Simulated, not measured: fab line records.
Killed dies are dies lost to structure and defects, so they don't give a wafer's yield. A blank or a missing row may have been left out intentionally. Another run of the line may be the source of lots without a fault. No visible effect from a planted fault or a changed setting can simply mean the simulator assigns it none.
Struck lot and sound lot, side by side	flow sky130	14 steps out of a route of 708
Sound: these wafers, L628.2, L628.3, L628.6. Wafers L623.2, L623.5, L623.6 were the ones struck. The cause comes at the end.
Order at every step that has rows: each side's tool, ch and its chambers, its first start. Under that, the readings that differ: sound wafers	struck wafers	difference of the means	sigmas: that difference in standard deviations of wafers without a fault.
alike: a reading whose means differ by less than 2 such deviations, as well as words and numbers matching on both sides. not compared: withheld readings; readings where some wafer has no value; bounds like >300 that might hide an equal value; numbers whose values overlap and for which the record gives no deviation.
The two part at a step that has a row with sigmas, a row that says differs or no value, or rows on one side only. When numbers do not overlap yet have no deviation, they are printed without sigmas and do not part them. A reading that every wafer of one side lacks parts them only if that side has two wafers or more.

first, 1 step without rows for these wafers: SKY_POLY_CUT_DEVELOP_07 (develop time 60 s).
SKY_POLY_CUT_CD_MEAS_08 targets a cd of 270 nm.
  sound on cd sem-01 at day 29 20:28; struck on cd sem-02 at day 27 16:53
  alike: cd nm
SKY_POLY_CUT_OVL_MEAS_09:
  sound on overlay-01 at day 29 20:34; struck on overlay-01 at day 27 17:00
  alike: POLY_CUT_OVL
SKY_POLY_CUT_ETCH_10: etches BARC in N2/H2, stops on SiO2, time 45.9 s, target depth 60 nm.
  sound on rie diel-03 ch 0,1,3, day 29 20:35; struck on rie diel-03 ch 0,2,3, day 27 17:02
  alike: drypump motor current A, oes product au, throttle valve pct
  not compared: rf hours counter h
SKY_POLY_CUT_ETCH_11: etches Si3N4 in CF4/CH2F2/Ar, stops on poly-Si, time 42.5 s, target depth 60 nm.
  sound on rie diel-03 ch 0,1,3, day 29 20:38; struck on rie diel-03 ch 0,2,3, day 27 17:04
reading	sound	struck	difference	sigmas
oes product au (a.u.)	0.839 0.835 0.835	0.827 0.817 0.826	-0.013	-2
  alike: drypump motor current A, throttle valve pct
  not compared: rf hours counter h
SKY_POLY_CUT_STRIP_12: strips in O2/N2.
  sound on plasma asher-02 ch 0,1, day 29 20:41; struck on plasma asher-04 ch 0,1, day 27 17:07
reading	sound	struck	difference	sigmas
strip time to endpoint s (s)	5.336 5.338 5.327	5.389 5.419 5.375	+0.061	+3
  alike: drypump motor current A, oes product au
  not compared: rf hours counter h
then, 6 steps without rows for these wafers: SKY_SD_P_DEHYDRATE_00 (time 60 s); SKY_SD_P_HMDS_01 (prime time 60 s); SKY_SD_P_COAT_02 (resist thk 1140 nm); SKY_SD_P_SOFTBAKE_03 (time 60 s); SKY_SD_P_EXPOSE_04 (exposes mask PSDM, target cd 380 nm); SKY_SD_P_PEB_05.
SKY_SD_P_DEVELOP_06: develop time 60 s.
  sound on litho track-03 ch 0, day 30 23:24; struck on litho track-01 ch 0, day 28 21:46
reading	sound	struck	difference	sigmas
developer temp C (C)	22.89 22.98 23.01	20.68 20.70 20.81	-2.23	-23
SKY_SD_P_CD_MEAS_07 targets a cd of 380 nm.
  sound on cd sem-01 at day 30 23:32; struck on cd sem-01 at day 28 21:55
reading	sound	struck	difference	sigmas
cd nm (nm)	375.1 376.6 376.1	385.3 383.3 384.5	+8.4	+3

## WHERE THEY PART
First at SKY_POLY_CUT_ETCH_11; last, within this record, at SKY_SD_P_CD_MEAS_07.

WHY: what the simulator had put in
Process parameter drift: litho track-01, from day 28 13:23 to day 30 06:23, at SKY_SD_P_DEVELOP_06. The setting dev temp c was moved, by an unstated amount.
